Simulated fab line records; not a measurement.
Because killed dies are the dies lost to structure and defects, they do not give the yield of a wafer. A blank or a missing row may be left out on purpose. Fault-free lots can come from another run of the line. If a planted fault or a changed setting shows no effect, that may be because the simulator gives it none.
fab line records	flow sky130
record lots=7	wafers=19	last_day=50
route steps=708 shown LOCAL_INTERCONNECT@405 CONTACT@406 PAD_OPEN@708
lots with no fault: from the same line, run without faults
start_h: start of the lot's first displayed wafer, in hours after the record's first day	wait_h: time in hours since the lot's previous step	" as in the row above	L1.1+2: a row that stands for several wafers	- either no value or no given start	* or withheld: withheld	< > ~ a bound
route shown NAME@n: a module of which the file shows steps, and the number in the route of the first	usual: mean/standard deviation taken from wafers without a fault	same: alike in all rows	chamber/n: place in a boat	sites: readings site by site	_std_site: how widely they spread, as a standard deviation	_edge_site: inner sites' mean taken away from outer sites' mean	radius_mm: for every site, how far away it sits from the centre of the wafer	mask NAME#n: copy n	behind: the last tool/chamber to shape the wafer	hold: cause of the lot's hold/its duration in hours/its outcome	device: whichever transistor did not switch (one of n, p or np)	end of line: the route-end tests of the same wafers	step lacking rows: just its recipe	killed: at the first sort, the dies lost to defects and structure; wafer yield is something else	map: the dies of a wafer, with x for killed, . for not killed, _ for no die there
set.NAME: the setting as run; set.NAME@STEP: as run at that earlier step	model.NAME: the simulator's own value behind a step, which no gauge read
a table for each step, a row for each wafer; lots at some steps of the route
services: when a tool's chamber went out of use (start_h, in hours from the record's first day, below 0 if earlier), for how many hours, and the reason
## steps
# step SKY_LOCAL_INTERCONNECT_CLEAN_18
# recipe chemistry=O3/DIW	dry=n2_spin
# step SKY_CONTACT_CVD_00
# recipe material=Si3N4	target_thk_nm=75	temp_c=400	time_s=withheld	rf_w=450
# usual heater_power_w=685/100	susceptor_temp_C=400.02/0.23
lot.wafer	tool	chamber	start_h	wait_h	heater_power_w	susceptor_temp_C
L869.2	pecvd-02	2	802.19	0.0	511	399.98
L869.3	"	1	"	"	659	400.55
L869.5	"	1	"	"	655	400.32
L870.2	pecvd-01	0	804.60	0.0	745	399.89
L870.3	"	2	"	"	757	400.05
L870.6	"	1	"	"	598	399.82
L872.1	pecvd-01	1	820.36	0.0	643	400.27
L872.4	"	2	"	"	708	399.91
L872.5	"	1	"	"	617	400.27
L873.1	pecvd-03	1	822.30	0.0	735	400.24
L873.3	"	2	"	"	708	399.74
L874.4	pecvd-03	2	828.39	0.0	709	399.89
L874.5	"	0	"	"	595	399.85
L874.6	"	1	"	"	738	400.27
L875.1	pecvd-02	2	840.57	0.0	581	400.10
L875.6	"	0	"	"	776	400.04
L881.3	pecvd-03	0	884.97	0.0	523	400.49
L881.4	"	2	"	"	668	400.15
L881.6	"	1	"	"	721	399.67
# step SKY_CONTACT_THK_MEAS_01
# recipe reads=Si3N4_of_CONTACT_CVD_00
# usual CONTACT_CVD_00_THK=74.8/1.1
lot.wafer	tool	chamber	start_h	wait_h	CONTACT_CVD_00_THK[nm]
L869.2	film_metro-03	-	802.24	-	72.5
L869.3	"	-	"	"	73.8
L869.5	"	-	"	"	75.6
L870.2	film_metro-02	-	804.65	-	73.0
L870.3	"	-	"	"	73.4
L870.6	"	-	"	"	73.5
L872.1	film_metro-01	-	820.41	-	72.2
L872.4	"	-	"	"	74.5
L872.5	"	-	"	"	74.9
L873.1	film_metro-02	-	822.33	-	75.3
L873.3	"	-	"	"	75.6
L874.4	film_metro-01	-	828.44	-	77.3
L874.5	"	-	"	"	76.9
L874.6	"	-	"	"	76.9
L875.1	film_metro-03	-	840.62	-	74.6
L875.6	"	-	"	"	75.6
L881.3	film_metro-03	-	885.03	-	74.7
L881.4	"	-	"	"	77.3
L881.6	"	-	"	"	76.2
# step SKY_CONTACT_HDPCVD_02
# recipe material=SiO2	target_thk_nm=565	sigma_open_frac=0.3	time_s=94.2	temp_c=600	sih4_flow_sccm=60	pressure_mtorr=6
# step SKY_CONTACT_THK_MEAS_03
# recipe reads=SiO2_of_CONTACT_HDPCVD_02
# usual CONTACT_HDPCVD_THK=565/7.1
lot.wafer	tool	chamber	start_h	wait_h	CONTACT_HDPCVD_THK[nm]
L869.2	film_metro-01	-	802.36	0.0	567
L869.3	"	-	"	"	568
L869.5	"	-	"	"	571
L870.2	film_metro-01	-	804.78	0.0	570
L870.3	"	-	"	"	560
L870.6	"	-	"	"	564
L872.1	film_metro-02	-	820.54	0.0	556
L872.4	"	-	"	"	562
L872.5	"	-	"	"	550
L873.1	film_metro-03	-	822.46	0.0	574
L873.3	"	-	"	"	584
L874.4	film_metro-03	-	828.56	0.0	564
L874.5	"	-	"	"	571
L874.6	"	-	"	"	557
L875.1	film_metro-01	-	840.75	0.0	566
L875.6	"	-	"	"	556
L881.3	film_metro-01	-	885.15	0.1	567
L881.4	"	-	"	"	572
L881.6	"	-	"	"	574
# step SKY_CONTACT_CMP_04
# recipe material=SiO2	down_force_psi=4	platen_rpm=60	pad_velocity_m_s=0.94248
# usual motor_current_A=12.3/1.7	platen_rpm=60.00/0.042	time_to_endpoint_s=81/4.5
lot.wafer	tool	chamber	start_h	wait_h	motor_current_A	platen_rpm	time_to_endpoint_s
L869.2	cmp-01	3	802.46	0.1	11.9	60.01	83
L869.3	"	1	"	"	9.1	60.03	80
L869.5	"	3	"	"	12.7	59.99	88
L870.2	cmp-02	1	804.83	0.0	12.5	59.93	82
L870.3	"	2	"	"	13.4	59.93	78
L870.6	"	2	"	"	13.2	59.95	80
L872.1	cmp-01	1	820.60	0.1	9.0	60.08	76
L872.4	"	2	"	"	13.3	60.02	78
L872.5	"	1	"	"	9.3	60.02	73
L873.3	cmp-01	0	822.57	0.1	13.6	59.96	87
L873.1	"	2	"	"	13.8	59.97	78
L874.4	cmp-01	0	828.59	0.0	14.6	60.02	82
L874.6	"	0	"	"	13.7	59.94	81
L874.5	"	1	"	"	9.4	59.99	83
L875.1	cmp-02	2	841.11	0.4	12.7	60.01	85
L875.6	"	3	"	"	13.7	60.02	82
L881.4	cmp-01	2	885.50	0.3	13.3	59.94	86
L881.3	"	3	"	"	12.1	60.03	89
L881.6	"	2	"	"	13.5	60.03	87
# step SKY_CONTACT_BOW_MEAS_05
# recipe mode=bow
# usual CONTACT_BOW=82/7.3
lot.wafer	tool	chamber	start_h	wait_h	CONTACT_BOW[um]
L869.2	film_metro-02	-	802.73	0.2	87
L869.3	"	-	"	"	89
L869.5	"	-	"	"	82
L870.2	film_metro-02	-	805.15	0.3	67
L870.3	"	-	"	"	81
L870.6	"	-	"	"	83
L872.1	film_metro-03	-	820.90	0.2	96
L872.4	"	-	"	"	94
L872.5	"	-	"	"	84
L873.1	film_metro-02	-	822.82	0.1	90
L873.3	"	-	"	"	68
L874.4	film_metro-01	-	828.95	0.3	76
L874.5	"	-	"	"	79
L874.6	"	-	"	"	87
L875.1	film_metro-01	-	841.26	0.1	79
L875.6	"	-	"	"	85
L881.3	film_metro-02	-	885.79	0.2	88
L881.4	"	-	"	"	82
L881.6	"	-	"	"	80
# step SKY_CONTACT_DEHYDRATE_06
# recipe temp_c=200	time_s=60
# step SKY_CONTACT_HMDS_07
# recipe prime_time_s=60	prime_temp_c=120
# step SKY_CONTACT_COAT_08
# recipe resist=BARC	temp_c=withheld	time_s=withheld	spin_rpm=3000	resist_thk_nm=60
# step SKY_CONTACT_COAT_09
# recipe resist=KrF-thick	spin_rpm=3000	resist_thk_nm=450
# step SKY_CONTACT_SOFTBAKE_10
# recipe temp_c=100	time_s=90	resist=KrF-thick
# step SKY_CONTACT_EXPOSE_11
# recipe mask_id=CTM1	na=0.8	source_shape=annular	sigma_inner=0.55	sigma_outer=0.85	target_cd_nm=170	dose_mj=38
# usual focus_offset_nm=-0.1/0.49
lot.wafer	tool	chamber	start_h	wait_h	mask	focus_offset_nm
L869.2	krf_scanner-01	0	816.05	-	CTM1#0	-0.5
L869.3	"	0	"	"	CTM1#0	-0.3
L869.5	"	0	"	"	CTM1#0	0.3
L870.2	krf_scanner-02	0	818.72	-	CTM1#0	-0.7
L870.3	"	0	"	"	CTM1#0	-0.6
L870.6	"	0	"	"	CTM1#0	-0.7
L872.1	krf_scanner-02	0	834.23	-	CTM1#0	0.0
L872.4	"	0	"	"	CTM1#0	-0.3
L872.5	"	0	"	"	CTM1#0	-0.2
L873.1	krf_scanner-02	0	836.10	-	CTM1#0	-0.8
L873.3	"	0	"	"	CTM1#0	-0.6
L874.4	krf_scanner-01	0	842.38	-	CTM1#0	-0.1
L874.5	"	0	"	"	CTM1#0	-0.3
L874.6	"	0	"	"	CTM1#0	0.8
L875.1	krf_scanner-02	0	854.35	-	CTM1#0	-0.7
L875.6	"	0	"	"	CTM1#0	-0.8
L881.3	krf_scanner-01	0	898.78	-	CTM1#0	0.0
L881.4	"	0	"	"	CTM1#0	0.1
L881.6	"	0	"	"	CTM1#0	-0.7
# step SKY_CONTACT_PEB_12
# recipe peb_temp_c=withheld	peb_time_s=withheld	resist=KrF-thick
# step SKY_CONTACT_DEVELOP_13
# recipe develop_time_s=60	resist=KrF-thick	dev_temp_c=21
# step SKY_CONTACT_CD_MEAS_14
# recipe target_cd_nm=170
# usual cd_nm=170.3/1.7
lot.wafer	tool	chamber	start_h	wait_h	cd_nm
L869.2	cd_sem-02	-	829.10	-	172.3
L869.3	"	-	"	"	173.5
L869.5	"	-	"	"	172.1
L870.2	cd_sem-01	-	831.70	-	170.3
L870.3	"	-	"	"	168.1
L870.6	"	-	"	"	169.0
L872.1	cd_sem-01	-	847.41	-	60.9
L872.4	"	-	"	"	168.9
L872.5	"	-	"	"	169.9
L873.1	cd_sem-02	-	848.80	-	61.7
L873.3	"	-	"	"	169.0
L874.4	cd_sem-01	-	854.94	-	172.6
L874.5	"	-	"	"	171.1
L874.6	"	-	"	"	172.1
L875.1	cd_sem-01	-	866.76	-	62.4
L875.6	"	-	"	"	63.0
L881.3	cd_sem-01	-	910.74	-	171.8
L881.4	"	-	"	"	171.5
L881.6	"	-	"	"	169.7
# step SKY_CONTACT_OVL_MEAS_15
# usual CONTACT_OVL=4/5.1
lot.wafer	tool	chamber	start_h	wait_h	CONTACT_OVL[nm]
L869.2	overlay-01	-	829.20	0.1	-1
L869.3	"	-	"	"	-6
L869.5	"	-	"	"	5
L870.2	overlay-02	-	831.80	0.1	13
L870.3	"	-	"	"	9
L870.6	"	-	"	"	13
L872.1	overlay-02	-	847.53	0.1	-2
L872.4	"	-	"	"	10
L872.5	"	-	"	"	-1
L873.1	overlay-02	-	848.92	0.1	3
L873.3	"	-	"	"	3
L874.4	overlay-01	-	855.02	0.1	5
L874.5	"	-	"	"	0
L874.6	"	-	"	"	2
L875.1	overlay-02	-	866.88	0.1	6
L875.6	"	-	"	"	-2
L881.3	overlay-02	-	910.83	0.1	3
L881.4	"	-	"	"	4
L881.6	"	-	"	"	2
# step SKY_CONTACT_ETCH_16
# recipe chemistry=N2/H2	target=BARC	ion_energy_ev=200	source_w=500	bias_w=100	pressure_mtorr=30	n2_flow_sccm=100	h2_flow_sccm=200	stop_on=SiO2	time_s=45.9	target_depth_a=600
# usual drypump_motor_current_A=5.7/0.43	oes_product_au=0.855/0.0041	throttle_valve_pct=13.224/0.0097
lot.wafer	tool	chamber	start_h	wait_h	drypump_motor_current_A	oes_product_au	rf_hours_counter_h	throttle_valve_pct	model.CONTACT.cd_nm
L869.2	rie_diel-01	3	829.23	0.0	5.5	0.853	13	13.230	173
L869.3	"	2	"	"	6.4	0.857	21	13.237	173.4
L869.5	"	0	"	"	5.4	0.850	-	13.213	171.8
L870.2	rie_diel-01	0	831.83	0.0	5.5	0.856	13	13.222	170.1
L870.3	"	3	"	"	5.5	0.853	13	13.228	168.8
L870.6	"	1	"	"	6.2	0.859	-	13.229	168
L872.1	rie_diel-02	2	847.57	0.0	5.7	0.853	17	13.219	60.38
L872.4	"	3	"	"	5.1	0.854	19	13.218	168.7
L872.5	"	0	"	"	5.8	0.848	-	13.231	170.1
L873.1	rie_diel-03	1	848.95	0.0	6.0	0.856	22	13.211	61.23
L873.3	"	0	"	"	5.8	0.848	6	13.232	170.2
L874.4	rie_diel-01	2	855.03	0.0	6.4	0.849	22	13.233	172
L874.5	"	0	"	"	5.5	0.853	-	13.239	170.4
L874.6	"	1	"	"	6.2	0.850	-	13.240	171.4
L875.1	rie_diel-03	2	866.92	0.0	4.9	0.852	5	13.214	61.4
L875.6	"	3	"	"	6.0	0.863	-	13.235	63.05
L881.3	rie_diel-03	3	910.85	0.0	6.0	0.860	10	13.213	171.8
L881.4	"	2	"	"	4.9	0.844	6	13.220	170.2
L881.6	"	2	"	"	4.9	0.850	-	13.210	168.4
# step SKY_CONTACT_ETCH_17
# recipe target=SiO2	chemistry=C4F8/O2/Ar	stop_on=Si3N4	mask_material=KrF-thick	source_w=1500	bias_w=1200	pressure_mtorr=40	c4f8_flow_sccm=withheld	O2_flow_sccm=6	Ar_flow_sccm=300	time_s=withheld	target_depth_a=3400
# usual oes_product_au=0.891/0.0047
lot.wafer	tool	chamber	start_h	wait_h	oes_product_au
L869.2	rie_diel-01	3	829.28	0.0	0.898
L869.3	"	2	"	"	0.891
L869.5	"	0	"	"	0.894
L870.2	rie_diel-01	0	831.88	0.0	0.886
L870.3	"	3	"	"	0.894
L870.6	"	1	"	"	0.898
L872.1	rie_diel-02	2	847.61	0.0	0.892
L872.4	"	3	"	"	0.884
L872.5	"	0	"	"	0.899
L873.1	rie_diel-03	1	848.99	0.0	0.891
L873.3	"	0	"	"	0.896
L874.4	rie_diel-01	2	855.08	0.0	0.892
L874.5	"	0	"	"	0.885
L874.6	"	1	"	"	0.886
L875.1	rie_diel-03	2	866.96	0.0	0.896
L875.6	"	3	"	"	0.896
L881.3	rie_diel-03	3	910.89	0.0	0.894
L881.4	"	2	"	"	0.894
L881.6	"	2	"	"	0.894
# step SKY_CONTACT_ETCH_18
# recipe target=Si3N4	chemistry=CHF3/O2	stop_on=TiN	source_w=600	bias_w=200	pressure_mtorr=40	chf3_flow_sccm=50	O2_flow_sccm=5	time_s=39	target_depth_a=750
# usual drypump_motor_current_A=5.7/0.43	oes_product_au=0.854/0.0086	throttle_valve_pct=8.793/0.01
lot.wafer	tool	chamber	start_h	wait_h	drypump_motor_current_A	oes_product_au	rf_hours_counter_h	throttle_valve_pct	model.CONTACT.cd_nm
L869.2	rie_diel-01	3	-	-	5.4	0.843	13	8.803	173
L869.3	"	2	"	"	6.4	0.849	21	8.800	173.7
L869.5	"	0	"	"	5.4	0.858	-	8.791	171.6
L870.2	rie_diel-01	0	-	-	5.4	0.840	13	8.800	170.1
L870.3	"	3	"	"	5.5	0.838	13	8.786	168.8
L870.6	"	1	"	"	6.1	0.850	-	8.780	168
L872.1	rie_diel-02	2	-	-	5.7	0.837	17	8.795	60.14
L872.4	"	3	"	"	5.0	0.853	19	8.787	169
L872.5	"	0	"	"	5.8	0.859	-	8.795	170.2
L873.1	rie_diel-03	1	-	-	6.0	0.852	23	8.812	61.17
L873.3	"	0	"	"	5.8	0.857	6	8.803	170.3
L874.4	rie_diel-01	2	-	-	6.4	0.869	22	8.790	172.3
L874.5	"	0	"	"	5.4	0.876	-	8.790	170.4
L874.6	"	1	"	"	6.2	0.872	-	8.782	171.6
L875.1	rie_diel-03	2	-	-	4.8	0.852	5	8.789	61.38
L875.6	"	3	"	"	6.0	0.856	-	8.801	63.31
L881.3	rie_diel-03	3	-	-	5.9	0.846	10	8.799	172.1
L881.4	"	2	"	"	4.9	0.876	6	8.817	170.1
L881.6	"	2	"	"	4.8	0.862	-	8.788	168.6
# step SKY_CONTACT_STRIP_19
# recipe chemistry=O2/N2	power_w=1400	pressure_mtorr=1500	platen_temp_c=withheld	o2_flow_sccm=3000	n2_flow_sccm=300	overash_fraction=0.5
# usual drypump_motor_current_A=5.6/0.64	oes_product_au=0.380/0.0049	strip_time_to_endpoint_s=3.60/0.034
lot.wafer	tool	chamber	start_h	wait_h	drypump_motor_current_A	oes_product_au	rf_hours_counter_h	strip_time_to_endpoint_s
L869.2	plasma_asher-03	1	829.37	-	6.4	0.380	10	3.60
L869.3	"	1	"	"	6.4	0.373	-	3.56
L869.5	"	0	"	"	5.4	0.379	-	3.58
L870.2	plasma_asher-03	1	831.97	-	6.4	0.376	11	3.59
L870.3	"	1	"	"	6.4	0.383	-	3.63
L870.6	"	0	"	"	5.4	0.384	-	3.59
L872.1	plasma_asher-02	1	847.70	-	5.8	0.380	35	3.68
L872.4	"	1	"	"	5.8	0.390	-	3.64
L872.5	"	0	"	"	6.6	0.381	-	3.59
L873.1	plasma_asher-02	0	849.08	-	6.6	0.385	36	3.60
L873.3	"	0	"	"	6.6	0.384	-	3.55
L874.4	plasma_asher-03	0	855.20	-	5.4	0.377	-	3.59
L874.5	"	1	"	"	6.4	0.376	-	3.57
L874.6	"	0	"	"	5.4	0.384	-	3.56
L875.1	plasma_asher-02	1	867.05	-	5.7	0.380	37	3.57
L875.6	"	1	"	"	5.8	0.378	-	3.60
L881.3	plasma_asher-03	1	911.02	-	6.4	0.379	-	3.53
L881.4	"	0	"	"	5.4	0.381	-	3.57
L881.6	"	1	"	"	6.4	0.370	-	3.54
# step SKY_PAD_OPEN_PROBE_99
# usual killed_at_M0_to_M3=43/7.7	killed_at_M4_up=3.1/1.7	killed_at_contacts=23/4.8	killed_at_front_end=15/4.5	killed_at_other=0.3/0.58	killed_dies=85/10	killed_on_rim=17/3.8	killed_open=46/7.5	killed_short=38/6.5
# same gross_dies=492	killed_at_back_side=0
lot.wafer	tool	chamber	start_h	wait_h	killed_at_M0_to_M3	killed_at_M4_up	killed_at_contacts	killed_at_front_end	killed_at_other	killed_dies	killed_on_rim	killed_open	killed_short
L869.2	prober-01	-	1146.56	0.1	35	1	28	18	0	82	11	52	30
L869.3	prober-01	-	1146.61	0.2	40	5	23	16	0	84	19	45	38
L869.5	prober-01	-	1146.71	0.2	45	4	13	20	1	83	23	36	46
L870.2	prober-02	-	1152.47	0.1	48	0	22	17	1	88	12	53	35
L870.3	prober-02	-	1152.52	0.2	40	4	29	21	0	94	18	54	40
L870.6	prober-02	-	1152.67	0.2	42	3	23	17	1	86	16	51	33
L872.1	prober-02	-	1159.29	0.1	51	2	412	27	0	492	96	58	48
L872.5	prober-02	-	1159.49	0.2	47	8	29	21	0	105	11	55	50
L873.1	prober-01	-	1159.63	0.1	46	1	423	22	0	492	96	51	39
L873.3	prober-01	-	1159.73	0.2	41	8	17	20	1	87	20	52	35
L875.1	prober-01	-	1173.68	0.1	39	6	426	21	0	492	96	54	37
L875.6	prober-01	-	1173.93	0.2	44	3	432	13	0	492	96	40	41
L881.3	prober-01	-	1199.30	0.2	39	2	22	11	0	74	16	32	38
L881.4	prober-01	-	1199.35	0.2	34	3	28	15	1	81	17	47	31
L881.6	prober-01	-	1199.45	0.2	42	1	27	20	0	90	21	54	34
# killed by level:class
L869.2 LI_CONTACT:geometric_particle:open=11 CONTACT:geometric_particle:open=9 VIA1:geometric_particle:open=9 FIELD_ISO:geometric_particle:open=6 FIELD_ISO:geometric_particle:short=5 VIA3:geometric_particle:open=5 VIA1:geometric_particle:short=4 CONTACT:geometric_particle:short=4
L869.3 CONTACT:geometric_particle:open=10 VIA3:geometric_particle:open=8 VIA1:geometric_particle:open=7 METAL4:geometric_particle:short=5 FIELD_ISO:geometric_particle:open=4 LOCAL_INTERCONNECT:geometric_particle:short=4 CONTACT:geometric_particle:short=4 VIA2:geometric_particle:open=4
L869.5 METAL1:geometric_particle:short=11 VIA1:geometric_particle:open=10 VIA3:geometric_particle:open=6 POLY_GATE:geometric_particle:short=5 VIA2:geometric_particle:short=4 CONTACT:geometric_particle:open=4 CONTACT:geometric_particle:short=4 METAL3:geometric_particle:short=4
L870.2 VIA1:geometric_particle:open=14 CONTACT:geometric_particle:open=8 VIA3:geometric_particle:open=7 METAL2:geometric_particle:short=6 POLY_GATE:geometric_particle:short=5 CONTACT:geometric_particle:short=5 VIA1:geometric_particle:short=5 VIA2:geometric_particle:open=5
L870.3 LI_CONTACT:geometric_particle:open=11 CONTACT:geometric_particle:open=10 VIA3:geometric_particle:open=7 METAL1:geometric_particle:short=6 POLY_GATE:geometric_particle:short=6 VIA1:geometric_particle:open=6 FIELD_ISO:geometric_particle:open=5 POLY_GATE:geometric_particle:open=5
L870.6 VIA1:geometric_particle:open=12 LI_CONTACT:geometric_particle:open=8 VIA3:geometric_particle:open=8 VIA2:geometric_particle:open=7 POLY_GATE:geometric_particle:open=6 CONTACT:geometric_particle:open=6 LI_CONTACT:geometric_particle:short=4 CONTACT:geometric_particle:short=4
L872.1 CONTACT:area_expose=386 VIA1:geometric_particle:open=13 CONTACT:geometric_particle:open=13 POLY_GATE:geometric_particle:short=10 METAL1:geometric_particle:short=9 VIA3:geometric_particle:open=8 FIELD_ISO:geometric_particle:short=6 VIA2:geometric_particle:open=6
L872.5 VIA1:geometric_particle:open=10 LI_CONTACT:geometric_particle:open=10 CONTACT:geometric_particle:open=8 METAL1:geometric_particle:short=7 VIA2:geometric_particle:open=7 POLY_GATE:geometric_particle:short=6 METAL2:geometric_particle:short=6 POLY_GATE:geometric_particle:open=5
L873.1 CONTACT:area_expose=402 VIA1:geometric_particle:open=18 CONTACT:geometric_particle:open=7 VIA1:geometric_particle:short=7 FIELD_ISO:geometric_particle:open=6 POLY_GATE:geometric_particle:short=6 LI_CONTACT:geometric_particle:open=6 METAL2:geometric_particle:short=5
L873.3 VIA2:geometric_particle:open=9 VIA1:geometric_particle:open=8 VIA1:geometric_particle:short=8 LI_CONTACT:geometric_particle:open=8 METAL4:geometric_particle:short=6 FIELD_ISO:geometric_particle:short=5 FIELD_ISO:geometric_particle:open=5 CONTACT:geometric_particle:open=5
L875.1 CONTACT:area_expose=401 VIA1:geometric_particle:open=11 LI_CONTACT:geometric_particle:open=8 FIELD_ISO:geometric_particle:open=7 METAL2:geometric_particle:short=7 CONTACT:geometric_particle:open=6 METAL1:geometric_particle:short=6 LOCAL_INTERCONNECT:geometric_particle:short=5
L875.6 CONTACT:area_expose=411 VIA2:geometric_particle:open=9 LOCAL_INTERCONNECT:geometric_particle:short=7 LI_CONTACT:geometric_particle:open=6 METAL1:geometric_particle:short=6 CONTACT:geometric_particle:open=6 VIA3:geometric_particle:open=6 VIA3:geometric_particle:short=5
L881.3 VIA1:geometric_particle:open=10 METAL1:geometric_particle:short=8 LI_CONTACT:geometric_particle:open=6 METAL3:geometric_particle:short=5 CONTACT:geometric_particle:open=5 LOCAL_INTERCONNECT:geometric_particle:short=4 FIELD_ISO:geometric_particle:short=3 CONTACT:geometric_particle:short=3
L881.4 VIA1:geometric_particle:open=11 LI_CONTACT:geometric_particle:open=10 CONTACT:geometric_particle:open=9 METAL1:geometric_particle:short=6 LOCAL_INTERCONNECT:geometric_particle:short=5 FIELD_ISO:geometric_particle:open=4 FIELD_ISO:geometric_particle:short=3 VIA3:geometric_particle:short=3
L881.6 CONTACT:geometric_particle:open=11 VIA1:geometric_particle:open=10 FIELD_ISO:geometric_particle:open=8 LOCAL_INTERCONNECT:geometric_particle:short=6 METAL1:geometric_particle:short=6 VIA2:geometric_particle:open=6 FIELD_ISO:geometric_particle:short=5 CONTACT:geometric_particle:short=5
# map L872.1 (x killed, . not)
__________xxxxxxxxxx_________
________xxxxxxxxxxxxxx_______
______xxxxxxxxxxxxxxxxxx_____
_____xxxxxxxxxxxxxxxxxxxx____
____xxxxxxxxxxxxxxxxxxxxxx___
___xxxxxxxxxxxxxxxxxxxxxxxx__
__xxxxxxxxxxxxxxxxxxxxxxxxxx_
_xxxxxxxxxxxxxxxxxxxxxxxxxxxx
_xxxxxxxxxxxxxxxxxxxxxxxxxxxx
_xxxxxxxxxxxxxxxxxxxxxxxxxxxx
_xxxxxxxxxxxxxxxxxxxxxxxxxxxx
_xxxxxxxxxxxxxxxxxxxxxxxxxxxx
_xxxxxxxxxxxxxxxxxxxxxxxxxxxx
_xxxxxxxxxxxxxxxxxxxxxxxxxxxx
_xxxxxxxxxxxxxxxxxxxxxxxxxxxx
__xxxxxxxxxxxxxxxxxxxxxxxxxx_
___xxxxxxxxxxxxxxxxxxxxxxxx__
____xxxxxxxxxxxxxxxxxxxxxx___
_____xxxxxxxxxxxxxxxxxxxx____
______xxxxxxxxxxxxxxxxxx_____
________xxxxxxxxxxxxxx_______
__________xxxxxxxxxx_________
# map L873.1 (x killed, . not)
__________xxxxxxxxxx_________
________xxxxxxxxxxxxxx_______
______xxxxxxxxxxxxxxxxxx_____
_____xxxxxxxxxxxxxxxxxxxx____
____xxxxxxxxxxxxxxxxxxxxxx___
___xxxxxxxxxxxxxxxxxxxxxxxx__
__xxxxxxxxxxxxxxxxxxxxxxxxxx_
_xxxxxxxxxxxxxxxxxxxxxxxxxxxx
_xxxxxxxxxxxxxxxxxxxxxxxxxxxx
_xxxxxxxxxxxxxxxxxxxxxxxxxxxx
_xxxxxxxxxxxxxxxxxxxxxxxxxxxx
_xxxxxxxxxxxxxxxxxxxxxxxxxxxx
_xxxxxxxxxxxxxxxxxxxxxxxxxxxx
_xxxxxxxxxxxxxxxxxxxxxxxxxxxx
_xxxxxxxxxxxxxxxxxxxxxxxxxxxx
__xxxxxxxxxxxxxxxxxxxxxxxxxx_
___xxxxxxxxxxxxxxxxxxxxxxxx__
____xxxxxxxxxxxxxxxxxxxxxx___
_____xxxxxxxxxxxxxxxxxxxx____
______xxxxxxxxxxxxxxxxxx_____
________xxxxxxxxxxxxxx_______
__________xxxxxxxxxx_________
## services
tool	chamber	start_h	hours	kind
cmp-02	-	779.32	2.6	repair
rie_diel-01	3	789.33	13.5	repair
cmp-01	-	792.67	9.6	pm
krf_scanner-02	-	806.50	4.3	repair
krf_scanner-02	-	810.76	4.0	pm
rie_diel-03	1	822.14	2.9	repair
pecvd-01	-	825.47	28.1	pm
rie_diel-02	-	829.29	2.8	pm
rie_diel-03	1	830.01	5.3	repair
krf_scanner-01	-	832.20	8.0	repair
plasma_asher-02	-	837.87	0.9	repair
krf_scanner-02	-	845.73	1.6	repair
rie_diel-03	-	847.79	1.0	repair
rie_diel-02	1	848.22	6.2	repair
rie_diel-01	0	859.72	4.0	repair
krf_scanner-02	-	859.75	0.8	pm
krf_scanner-01	-	879.37	1.0	pm
pecvd-01	0	880.77	3.9	repair
cmp-01	-	898.90	2.1	repair
krf_scanner-01	-	899.96	0.8	pm
rie_diel-01	3	902.48	4.3	repair
rie_diel-01	1	904.45	1.9	repair
krf_scanner-02	-	905.72	1.0	pm
krf_scanner-02	-	908.08	0.2	repair
## key
first_sign step=SKY_CONTACT_CD_MEAS_14	reading=cd_nm	direction=down	sigmas=65	usual=170.3	struck=62.0
effect step=SKY_PAD_OPEN_PROBE_99	reading=killed_at_contacts	direction=up	sigmas=83	usual=23	struck=423
model_effect step=SKY_CONTACT_ETCH_16	value=CONTACT.cd_nm	without=170.2	struck=61.51
model_effect step=SKY_CONTACT_ETCH_18	value=CONTACT.cd_nm	without=170.2	struck=61.5
more_kills_born_at SKY_CONTACT_EXPOSE_11@krf_scanner-02=1600
met_at SKY_CONTACT_EXPOSE_11
struck_wafers L872.1,L873.1,L875.1,L875.6
later_rows_left_out L872.1,L873.1,L875.1,L875.6
tester_left_out L872,L873,L875
onset_between 818.72 834.23
fault kind=process_parameter_drift	tool=krf_scanner-02	chamber=-	onset_h=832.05	steps=SKY_CONTACT_EXPOSE_11	channel=focus_nm	offset=483.48	shape=step	end_h=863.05	scope=struck_wafers_only
# tester_left_out: of these lots the tester's yield and bins aren't shown, on N5 and GAA mostly nor the transistor test; their killed dies are dies lost to structure and defects alone, not to doping, threshold or leakage, so they don't give the yield
# later_rows_left_out: the simulator's readings of these wafers behind a module that went badly wrong aren't trusted and aren't shown, but for the sort
